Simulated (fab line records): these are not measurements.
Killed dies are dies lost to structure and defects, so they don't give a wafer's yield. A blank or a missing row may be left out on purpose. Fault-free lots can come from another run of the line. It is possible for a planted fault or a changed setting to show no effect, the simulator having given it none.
fab line records	flow gf180mcu	part 1 of 2: steps 1 to 26 of 36
record lots=5	wafers=15	last-day=33
route steps=602 shown V4@479 MIM@503
lots that met no fault: taken from a fault-free run of the same line
start-h: hours from the record's first day to the start of the lot's first wafer shown	wait-h: time in hours since the lot's previous step	" identical to the entry in the row above	L1.1+2: several wafers, shown together as one row	- value missing, or start not given	* or withheld: withheld	< > ~ a bound
route shown NAME@n: names a module that has steps shown in the file, with the first one's number in the route	usual: the fault-free wafers' mean and standard deviation	same: alike in all rows	chamber/n: place in a boat	sites: each site's reading	_std_site: the standard deviation of these	_edge_site: inner sites' mean taken away from outer sites' mean	radius-mm: how far each site lies from the wafer's centre	mask NAME#n: copy n	behind: tool/chamber where the wafer was last shaped	hold: why the lot went on hold/how many hours it stayed there/how the hold came to an end	device: whichever transistor did not switch (one of n, p or np)	end of line: the tests these same wafers got at the end of their route	where a step has no rows: the recipe by itself	killed: count of dies lost to structure and defects at first sort (not the wafer's yield)	map: dies across one wafer; x = killed, . = not, _ = none there
set.NAME: the setting the step ran with; set.NAME@STEP: the setting that earlier step ran with	model.NAME: the simulator's own value behind a step, which no gauge read
lots seen at some steps along the route; tables by step, rows by wafer
services: the hour from which a tool's chamber was out of use, counted from the record's first day as start-h (under 0 if before that day), plus the number of hours and why
## steps
# step GF_V4_THK_MEAS_03
# recipe reads=SiO2_of_V4_CVD_02
# usual V4_CVD_02_THK=848/11
lot.wafer	tool	chamber	start-h	wait-h	V4_CVD_02_THK[nm]
L076.2	film-metro-03	-	559.55	0.0	841
L076.3	"	-	"	"	839
L076.4	"	-	"	"	838
L078.3	film-metro-04	-	574.85	0.1	851
L078.4	"	-	"	"	861
L078.6	"	-	"	"	864
L082.3	film-metro-02	-	612.13	0.1	844
L082.5	"	-	"	"	848
L082.6	"	-	"	"	862
L084.1	film-metro-04	-	622.36	0.0	842
L084.3	"	-	"	"	841
L084.6	"	-	"	"	860
L093.1	film-metro-04	-	690.58	0.1	842
L093.4	"	-	"	"	860
L093.5	"	-	"	"	866
# step GF_V4_CMP_04
# recipe material=SiO2	down-force-psi=4	platen-rpm=60	pad-velocity-m-s=0.94248
# usual motor-current-A=12.6/1.9	platen-rpm=60.00/0.036	time-to-endpoint-s=83/4.8
lot.wafer	tool	chamber	start-h	wait-h	motor-current-A	platen-rpm	time-to-endpoint-s
L076.4	cmp-02	1	559.60	0.0	12.9	60.00	88
L076.3	"	2	"	"	12.0	60.04	77
L076.2	"	0	"	"	15.3	59.98	85
L078.4	cmp-02	0	575.63	0.8	14.9	60.07	88
L078.3	"	1	"	"	12.1	60.02	86
L078.6	"	3	"	"	15.4	60.02	83
L082.3	cmp-02	2	612.22	0.1	12.0	60.03	77
L082.5	"	1	"	"	12.5	60.02	86
L082.6	"	2	"	"	12.6	60.05	83
L084.3	cmp-02	3	622.56	0.2	14.9	60.02	76
L084.1	"	0	"	"	15.4	60.01	86
L084.6	"	3	"	"	15.2	59.97	85
L093.4	cmp-01	1	690.76	0.1	10.6	59.97	90
L093.1	"	3	"	"	11.5	60.07	83
L093.5	"	1	"	"	10.4	60.00	89
# step GF_V4_BOW_MEAS_05
# recipe mode=bow
# usual V4_BOW=136/9
lot.wafer	tool	chamber	start-h	wait-h	V4_BOW[um]
L076.2	film-metro-04	-	559.92	0.1	140
L076.3	"	-	"	"	133
L076.4	"	-	"	"	130
L078.3	film-metro-03	-	575.87	0.1	122
L078.4	"	-	"	"	133
L078.6	"	-	"	"	130
L082.3	film-metro-03	-	612.51	0.2	154
L082.5	"	-	"	"	151
L082.6	"	-	"	"	151
L084.1	film-metro-02	-	622.86	0.2	134
L084.3	"	-	"	"	130
L084.6	"	-	"	"	127
L093.1	film-metro-04	-	691.01	0.1	131
L093.4	"	-	"	"	124
L093.5	"	-	"	"	130
# step GF_V4_DEHYDRATE_06
# recipe temp-c=200	time-s=60
# usual exhaust-pa=44.9/0.86
lot.wafer	tool	chamber	start-h	wait-h	exhaust-pa
L076.2	litho-track-03	0	570.14	10.2	44.9
L076.3	"	0	"	"	44.9
L076.4	"	0	"	"	44.1
L078.3	litho-track-03	0	585.77	9.9	46.5
L078.4	"	0	"	"	45.6
L078.6	"	0	"	"	44.5
L082.3	litho-track-02	0	622.40	9.9	44.1
L082.5	"	0	"	"	43.3
L082.6	"	0	"	"	45.0
L084.1	litho-track-04	0	632.62	9.7	46.3
L084.3	"	0	"	"	46.2
L084.6	"	0	"	"	44.5
L093.1	litho-track-04	0	699.77	8.7	44.1
L093.4	"	0	"	"	44.5
L093.5	"	0	"	"	45.1
# step GF_V4_HMDS_07
# recipe prime-time-s=60	prime-temp-c=120
# usual exhaust-pa=45.0/0.93
lot.wafer	tool	chamber	start-h	wait-h	exhaust-pa
L076.2	litho-track-03	0	570.29	0.1	45.8
L076.3	"	0	"	"	45.4
L076.4	"	0	"	"	47.0
L078.3	litho-track-03	0	585.92	0.1	46.1
L078.4	"	0	"	"	44.7
L078.6	"	0	"	"	45.4
L082.3	litho-track-02	0	622.55	0.1	45.0
L082.5	"	0	"	"	44.6
L082.6	"	0	"	"	44.9
L084.1	litho-track-04	0	632.77	0.1	44.8
L084.3	"	0	"	"	44.7
L084.6	"	0	"	"	44.9
L093.1	litho-track-04	0	699.92	0.1	46.1
L093.4	"	0	"	"	44.1
L093.5	"	0	"	"	44.5
# step GF_V4_COAT_08
# recipe resist=BARC	temp-c=withheld	time-s=withheld	spin-rpm=withheld	resist-thk-nm=withheld
# usual dispense-pressure-kPa=51/4.9	exhaust-pa=44.9/0.91
lot.wafer	tool	chamber	start-h	wait-h	dispense-pressure-kPa	exhaust-pa
L076.2	litho-track-03	0	570.44	0.1	48	44.0
L076.3	"	0	"	"	48	44.3
L076.4	"	0	"	"	48	45.1
L078.3	litho-track-03	0	586.07	0.1	48	44.6
L078.4	"	0	"	"	48	44.8
L078.6	"	0	"	"	48	44.0
L082.3	litho-track-02	0	622.70	0.1	59	45.7
L082.5	"	0	"	"	59	44.7
L082.6	"	0	"	"	59	43.2
L084.1	litho-track-04	0	632.92	0.1	48	44.7
L084.3	"	0	"	"	48	45.0
L084.6	"	0	"	"	48	45.9
L093.1	litho-track-04	0	700.07	0.1	48	45.7
L093.4	"	0	"	"	48	45.9
L093.5	"	0	"	"	48	46.7
# step GF_V4_COAT_09
# recipe resist=KrF	spin-rpm=withheld	resist-thk-nm=1000
# usual dispense-pressure-kPa=51/4.9	exhaust-pa=44.8/0.86
lot.wafer	tool	chamber	start-h	wait-h	dispense-pressure-kPa	exhaust-pa
L076.2	litho-track-03	0	-	-	48	45.1
L076.3	"	0	"	"	48	44.6
L076.4	"	0	"	"	48	44.1
L078.3	litho-track-03	0	-	-	48	45.6
L078.4	"	0	"	"	48	45.2
L078.6	"	0	"	"	48	46.0
L082.3	litho-track-02	0	-	-	59	43.5
L082.5	"	0	"	"	59	44.7
L082.6	"	0	"	"	59	44.1
L084.1	litho-track-04	0	-	-	48	44.4
L084.3	"	0	"	"	48	44.3
L084.6	"	0	"	"	48	45.3
L093.1	litho-track-04	0	-	-	48	44.4
L093.4	"	0	"	"	48	43.9
L093.5	"	0	"	"	48	44.8
# step GF_V4_SOFTBAKE_10
# recipe temp-c=130	time-s=60	resist=KrF
# usual exhaust-pa=44.9/0.84
lot.wafer	tool	chamber	start-h	wait-h	exhaust-pa
L076.2	litho-track-03	0	-	-	46.0
L076.3	"	0	"	"	45.6
L076.4	"	0	"	"	45.6
L078.3	litho-track-03	0	-	-	43.9
L078.4	"	0	"	"	44.8
L078.6	"	0	"	"	45.8
L082.3	litho-track-02	0	-	-	44.8
L082.5	"	0	"	"	44.2
L082.6	"	0	"	"	44.3
L084.1	litho-track-04	0	-	-	46.1
L084.3	"	0	"	"	45.8
L084.6	"	0	"	"	44.9
L093.1	litho-track-04	0	-	-	44.6
L093.4	"	0	"	"	45.4
L093.5	"	0	"	"	44.6
# step GF_V4_EXPOSE_11
# recipe mask-id=Via4	target-cd-nm=260	na=0.68	source-shape=conventional	sigma-outer=0.6	dose-mj=38
lot.wafer	tool	chamber	start-h	wait-h	mask
L076.2+3+4	krf-scanner-01	0	-	-	Via4#0
L078.3+4+6	krf-scanner-01	0	-	-	Via4#0
L082.3+5+6	krf-scanner-02	0	-	-	Via4#0
L084.1+3+6	krf-scanner-02	0	-	-	Via4#0
L093.1+4+5	krf-scanner-02	0	-	-	Via4#0
# step GF_V4_PEB_12
# recipe peb-temp-c=135	peb-time-s=90	resist=KrF
# usual exhaust-pa=45.0/0.93
lot.wafer	tool	chamber	start-h	wait-h	exhaust-pa
L076.2	litho-track-02	0	-	-	43.0
L076.3	"	0	"	"	44.6
L076.4	"	0	"	"	44.1
L078.3	litho-track-04	0	-	-	45.0
L078.4	"	0	"	"	45.2
L078.6	"	0	"	"	44.3
L082.3	litho-track-04	0	-	-	45.7
L082.5	"	0	"	"	46.2
L082.6	"	0	"	"	45.5
L084.1	litho-track-02	0	-	-	45.5
L084.3	"	0	"	"	44.5
L084.6	"	0	"	"	44.5
L093.1	litho-track-03	0	-	-	45.7
L093.4	"	0	"	"	45.5
L093.5	"	0	"	"	45.5
# step GF_V4_DEVELOP_13
# recipe develop-time-s=60	resist=KrF	dev-temp-c=21
# usual exhaust-pa=45.1/0.9
lot.wafer	tool	chamber	start-h	wait-h	exhaust-pa
L076.2	litho-track-02	0	581.67	0.2	45.1
L076.3	"	0	"	"	45.9
L076.4	"	0	"	"	45.2
L078.3	litho-track-04	0	597.07	0.1	43.6
L078.4	"	0	"	"	46.2
L078.6	"	0	"	"	44.1
L082.3	litho-track-04	0	633.62	0.1	44.5
L082.5	"	0	"	"	44.3
L082.6	"	0	"	"	46.8
L084.1	litho-track-02	0	643.80	0.2	45.6
L084.3	"	0	"	"	45.6
L084.6	"	0	"	"	45.5
L093.1	litho-track-03	0	709.37	0.2	45.4
L093.4	"	0	"	"	45.6
L093.5	"	0	"	"	45.5
# step GF_V4_CD_MEAS_14
# recipe target-cd-nm=260
# usual cd-nm=260.3/1.2
lot.wafer	tool	chamber	start-h	wait-h	cd-nm
L076.2	cd-sem-01	-	581.82	0.1	261.0
L076.3	"	-	"	"	260.8
L076.4	"	-	"	"	261.5
L078.3	cd-sem-02	-	597.21	0.1	258.9
L078.4	"	-	"	"	258.6
L078.6	"	-	"	"	259.7
L082.3	cd-sem-02	-	633.76	0.1	259.8
L082.5	"	-	"	"	260.0
L082.6	"	-	"	"	261.2
L084.1	cd-sem-01	-	643.95	0.1	261.1
L084.3	"	-	"	"	262.1
L084.6	"	-	"	"	260.6
L093.1	cd-sem-02	-	709.52	0.1	259.7
L093.4	"	-	"	"	261.2
L093.5	"	-	"	"	260.4
# step GF_V4_OVL_MEAS_15
# usual V4_OVL=0/5.2
lot.wafer	tool	chamber	start-h	wait-h	V4_OVL[nm]
L076.2	overlay-01	-	581.92	0.1	-9
L076.3	"	-	"	"	-2
L076.4	"	-	"	"	-1
L078.3	overlay-01	-	597.30	0.1	0
L078.4	"	-	"	"	0
L078.6	"	-	"	"	-5
L082.3	overlay-01	-	633.85	0.1	6
L082.5	"	-	"	"	4
L082.6	"	-	"	"	-3
L084.1	overlay-01	-	644.07	0.1	-1
L084.3	"	-	"	"	-5
L084.6	"	-	"	"	-4
L093.1	overlay-01	-	709.65	0.1	0
L093.4	"	-	"	"	4
L093.5	"	-	"	"	-4
# step GF_V4_ETCH_16
# recipe chemistry=N2/H2	target-depth-a=withheld	overetch-a=withheld	time-s=withheld	target=BARC	ion-energy-ev=200	source-w=500	bias-w=100	pressure-mtorr=30	n2-flow-sccm=100	h2-flow-sccm=200
# usual drypump-motor-current-A=6.0/0.45	oes-product-au=0.854/0.0046	throttle-valve-pct=13.224/0.0093
lot.wafer	tool	chamber	start-h	wait-h	drypump-motor-current-A	oes-product-au	throttle-valve-pct
L076.2	rie-diel-03	1	581.95	0.0	6.2	0.860	13.212
L076.3	"	0	"	"	6.4	0.864	13.232
L076.4	"	2	"	"	5.8	0.849	13.226
L078.3	rie-diel-03	2	597.33	0.0	5.8	0.857	13.212
L078.4	"	1	"	"	6.3	0.848	13.219
L078.6	"	2	"	"	5.8	0.853	13.218
L082.3	rie-diel-04	0	633.88	0.0	5.7	0.852	13.225
L082.5	"	2	"	"	6.4	0.853	13.234
L082.6	"	1	"	"	6.7	0.851	13.222
L084.1	rie-diel-03	2	644.10	0.0	5.8	0.858	13.234
L084.3	"	1	"	"	6.3	0.852	13.225
L084.6	"	1	"	"	6.3	0.854	13.246
L093.1	rie-diel-04	1	709.69	0.0	6.7	0.853	13.234
L093.4	"	2	"	"	6.4	0.845	13.230
L093.5	"	2	"	"	6.4	0.855	13.229
# step GF_V4_ETCH_17
# recipe chemistry=C4F8/O2/Ar	mask-material=KrF	target=SiO2	stop-on=TiN	source-w=1500	bias-w=1200	pressure-mtorr=40	c4f8-flow-sccm=withheld	O2_flow_sccm=6	Ar_flow_sccm=300	time-s=withheld	target-depth-a=6300
# usual oes-product-au=0.856/0.0044
lot.wafer	tool	chamber	start-h	wait-h	oes-product-au
L076.2	rie-diel-03	1	-	-	0.864
L076.3	"	0	"	"	0.856
L076.4	"	2	"	"	0.856
L078.3	rie-diel-03	2	-	-	0.852
L078.4	"	1	"	"	0.850
L078.6	"	2	"	"	0.853
L082.3	rie-diel-04	0	-	-	0.853
L082.5	"	2	"	"	0.854
L082.6	"	1	"	"	0.845
L084.1	rie-diel-03	2	-	-	0.853
L084.3	"	1	"	"	0.862
L084.6	"	1	"	"	0.846
L093.1	rie-diel-04	1	-	-	0.858
L093.4	"	2	"	"	0.861
L093.5	"	2	"	"	0.851
# step GF_V4_STRIP_18
# recipe chemistry=O2/N2	power-w=1400	pressure-mtorr=1500	platen-temp-c=250	o2-flow-sccm=3000	n2-flow-sccm=300	overash-fraction=0.5
# usual drypump-motor-current-A=5.7/0.57	heater-power-w=348/43	oes-product-au=0.592/0.0049
lot.wafer	tool	chamber	start-h	wait-h	drypump-motor-current-A	heater-power-w	oes-product-au	rf-hours-counter-h
L076.2	plasma-asher-04	1	582.08	-	6.6	389	0.594	91
L076.3	"	0	"	"	6.1	408	0.588	-
L076.4	"	1	"	"	6.6	401	0.591	-
L078.3	plasma-asher-03	0	597.49	-	5.6	325	0.599	-
L078.4	"	1	"	"	4.9	296	0.593	-
L078.6	"	0	"	"	5.6	319	0.596	-
L082.3	plasma-asher-04	1	634.04	-	6.6	396	0.588	-
L082.5	"	1	"	"	6.6	391	0.594	-
L082.6	"	0	"	"	6.1	392	0.580	-
L084.1	plasma-asher-02	1	644.23	-	5.6	311	0.593	22
L084.3	"	0	"	"	5.1	376	0.584	-
L084.6	"	0	"	"	5.2	387	0.588	-
L093.1	plasma-asher-03	1	709.82	-	4.9	292	0.587	65
L093.4	"	1	"	"	4.9	293	0.595	-
L093.5	"	0	"	"	5.6	327	0.586	-
# step GF_V4_STRIP_19
# recipe chemistry=post-etch-residue-remover	time-s=1200	temp-c=72.5
lot.wafer	tool	chamber	start-h	wait-h
L076.2+3+4	wet-bench-02	1	582.18	0.1
L078.3+4+6	wet-bench-03	0	597.56	0.0
L082.3+5+6	wet-bench-02	2	634.11	0.0
L084.1+3+6	wet-bench-02	3	644.33	0.1
L093.1+4+5	wet-bench-03	3	709.92	0.1
# step GF_V4_CLEAN_20
# recipe chemistry=DIW	dry=n2-spin
lot.wafer	tool	chamber	start-h	wait-h
L076.2+3+4	wet-bench-03	2	582.52	0.0
L078.3+4+6	wet-bench-03	1	597.93	0.0
L082.3+5+6	wet-bench-01	0	634.48	0.0
L084.1+3+6	wet-bench-03	0	644.67	0.0
L093.1+4+5	wet-bench-02	0	710.26	0.0
# step GF_V4_SPUTTER_21
# recipe material=Ti	target-thk-nm=15	chamber-pressure-pa=5	power-w=2500	substrate-temp-c=200	time-s=80.02
# usual throttle-valve-pct=29.8/0.86
lot.wafer	tool	chamber	start-h	wait-h	throttle-valve-pct
L076.2	pvd-sputter-02	-	582.63	0.0	29.2
L076.3	"	-	"	"	29.5
L076.4	"	-	"	"	30.8
L078.3	pvd-sputter-01	-	598.03	0.0	28.9
L078.4	"	-	"	"	29.7
L078.6	"	-	"	"	30.9
L082.3	pvd-sputter-02	-	634.57	0.0	30.6
L082.5	"	-	"	"	30.0
L082.6	"	-	"	"	30.6
L084.1	pvd-sputter-02	-	644.77	0.0	29.4
L084.3	"	-	"	"	30.1
L084.6	"	-	"	"	28.8
L093.1	pvd-sputter-01	-	710.35	0.0	29.8
L093.4	"	-	"	"	28.9
L093.5	"	-	"	"	28.5
# step GF_V4_SPUTTER_22
# recipe material=TiN	target-thk-nm=10	chamber-pressure-pa=5	power-w=4094	time-s=40
# usual throttle-valve-pct=29.8/0.86
lot.wafer	tool	chamber	start-h	wait-h	throttle-valve-pct
L076.2	pvd-sputter-02	-	582.70	0.0	29.2
L076.3	"	-	"	"	29.9
L076.4	"	-	"	"	30.4
L078.3	pvd-sputter-01	-	598.09	0.0	28.9
L078.4	"	-	"	"	29.5
L078.6	"	-	"	"	31.0
L082.3	pvd-sputter-02	-	634.63	0.0	30.7
L082.5	"	-	"	"	29.7
L082.6	"	-	"	"	30.7
L084.1	pvd-sputter-02	-	644.83	0.0	29.1
L084.3	"	-	"	"	30.0
L084.6	"	-	"	"	29.0
L093.1	pvd-sputter-01	-	710.41	0.0	29.6
L093.4	"	-	"	"	28.9
L093.5	"	-	"	"	28.7
# step GF_V4_CVD_23
# recipe material=W	target-thk-nm=350	time-s=104.9	temp-c=400	pressure-torr=40
# usual heater-power-w=897/36
lot.wafer	tool	chamber	start-h	wait-h	heater-power-w
L076.2	cvd-w-01	0	582.73	0.0	902
L076.3	"	1	"	"	912
L076.4	"	0	"	"	889
L078.3	cvd-w-01	1	598.17	0.1	912
L078.4	"	0	"	"	917
L078.6	"	0	"	"	912
L082.3	cvd-w-02	0	634.71	0.1	887
L082.5	"	0	"	"	858
L082.6	"	1	"	"	829
L084.1	cvd-w-01	1	644.87	0.0	919
L084.3	"	1	"	"	938
L084.6	"	1	"	"	899
L093.1	cvd-w-01	1	710.45	0.0	941
L093.4	"	0	"	"	922
L093.5	"	1	"	"	922
# step GF_V4_RS_MEAS_24
# recipe thk-meas-gauge=four-point-probe	reads=W_of_V4_CVD_23+TiN_of_V4_SPUTTER_22+Ti_of_V4_SPUTTER_21
# usual V4_W_RS=0.327/0.0047
lot.wafer	tool	chamber	start-h	wait-h	V4_W_RS[ohm/sq]
L076.2	film-metro-03	-	582.87	0.1	0.328
L076.3	"	-	"	"	0.322
L076.4	"	-	"	"	0.324
L078.3	film-metro-02	-	598.28	0.1	0.333
L078.4	"	-	"	"	0.335
L078.6	"	-	"	"	0.335
L082.3	film-metro-02	-	634.82	0.1	0.326
L082.5	"	-	"	"	0.329
L082.6	"	-	"	"	0.317
L084.1	film-metro-03	-	644.98	0.1	0.331
L084.3	"	-	"	"	0.331
L084.6	"	-	"	"	0.331
L093.1	film-metro-04	-	710.56	0.1	0.328
L093.4	"	-	"	"	0.328
L093.5	"	-	"	"	0.325
# step GF_V4_THK_MEAS_25
# recipe thk-meas-gauge=xrf	reads=W_of_V4_CVD_23
# usual V4_W_THK=346/5.1
lot.wafer	tool	chamber	start-h	wait-h	V4_W_THK[nm]
L076.2	film-metro-03	-	582.98	0.1	344
L076.3	"	-	"	"	354
L076.4	"	-	"	"	349
L078.3	film-metro-02	-	598.38	0.1	345
L078.4	"	-	"	"	341
L078.6	"	-	"	"	343
L082.3	film-metro-02	-	634.92	0.1	346
L082.5	"	-	"	"	343
L082.6	"	-	"	"	353
L084.1	film-metro-03	-	645.10	0.1	341
L084.3	"	-	"	"	343
L084.6	"	-	"	"	344
L093.1	film-metro-04	-	710.68	0.1	338
L093.4	"	-	"	"	339
L093.5	"	-	"	"	343
# step GF_V4_CMP_26
# recipe stop-on=SiO2	down-force-psi=3.5	platen-rpm=60	t-overpolish-s=15	target-thk-nm=0	pad-velocity-m-s=0.94248
# usual motor-current-A=12.2/1.7	overpolish-run-s=15.001/0.0089	platen-rpm=60.00/0.038	time-to-endpoint-s=86/3.8
lot.wafer	tool	chamber	start-h	wait-h	motor-current-A	overpolish-run-s	platen-rpm	time-to-endpoint-s
L076.2	cmp-01	3	583.03	0.0	10.4	15.011	59.96	87
L076.3	"	0	"	"	10.4	14.993	59.94	84
L076.4	"	2	"	"	8.9	14.993	60.04	83
L078.3	cmp-02	3	598.42	0.0	13.8	15.010	60.04	82
L078.4	"	0	"	"	13.6	15.004	60.06	90
L078.6	"	3	"	"	14.5	14.998	59.99	81
L082.3	cmp-02	2	634.96	0.0	11.2	14.990	59.99	83
L082.6	"	2	"	"	11.1	14.996	60.00	83
L082.5	"	3	"	"	13.2	14.986	59.97	81
L084.3	cmp-02	1	645.16	0.0	11.5	15.001	60.01	94
L084.1	"	0	"	"	13.9	15.008	59.97	89
L084.6	"	2	"	"	10.9	15.015	59.95	84
L093.1	cmp-01	2	710.85	0.2	9.0	14.990	59.94	85
L093.4	"	1	"	"	9.3	15.010	59.91	87
L093.5	"	2	"	"	8.7	14.999	60.05	86
# step GF_MIM_SPUTTER_00
# recipe material=Ti	target-thk-nm=37.5	arriving-ion-energy-ev=80	substrate-temp-c=200	chamber-pressure-pa=2	power-w=4000	time-s=150
# usual throttle-valve-pct=30.0/1
lot.wafer	tool	chamber	start-h	wait-h	throttle-valve-pct
L076.2	pvd-sputter-01	-	583.33	0.2	29.2
L076.3	"	-	"	"	28.8
L076.4	"	-	"	"	29.8
L078.3	pvd-sputter-03	-	598.72	0.2	31.4
L078.4	"	-	"	"	30.1
L078.6	"	-	"	"	31.4
L082.3	pvd-sputter-04	-	635.26	0.2	29.7
L082.5	"	-	"	"	28.8
L082.6	"	-	"	"	31.2
L084.1	pvd-sputter-04	-	645.46	0.1	30.6
L084.3	"	-	"	"	28.7
L084.6	"	-	"	"	28.5
L093.1	pvd-sputter-03	-	711.15	0.2	31.2
L093.4	"	-	"	"	30.2
L093.5	"	-	"	"	31.3
# step GF_MIM_SPUTTER_01
# recipe material=TiN	target-thk-nm=30	power-w=6500	time-s=25	chamber-pressure-pa=0.4
# usual throttle-valve-pct=29.9/1
lot.wafer	tool	chamber	start-h	wait-h	throttle-valve-pct
L076.2	pvd-sputter-01	-	583.43	0.1	28.6
L076.3	"	-	"	"	28.4
L076.4	"	-	"	"	30.1
L078.3	pvd-sputter-03	-	598.82	0.1	31.0
L078.4	"	-	"	"	30.1
L078.6	"	-	"	"	31.4
L082.3	pvd-sputter-04	-	635.36	0.1	29.4
L082.5	"	-	"	"	28.6
L082.6	"	-	"	"	31.1
L084.1	pvd-sputter-04	-	645.56	0.1	30.6
L084.3	"	-	"	"	28.4
L084.6	"	-	"	"	28.6
L093.1	pvd-sputter-03	-	711.25	0.1	31.6
L093.4	"	-	"	"	30.0
L093.5	"	-	"	"	31.1
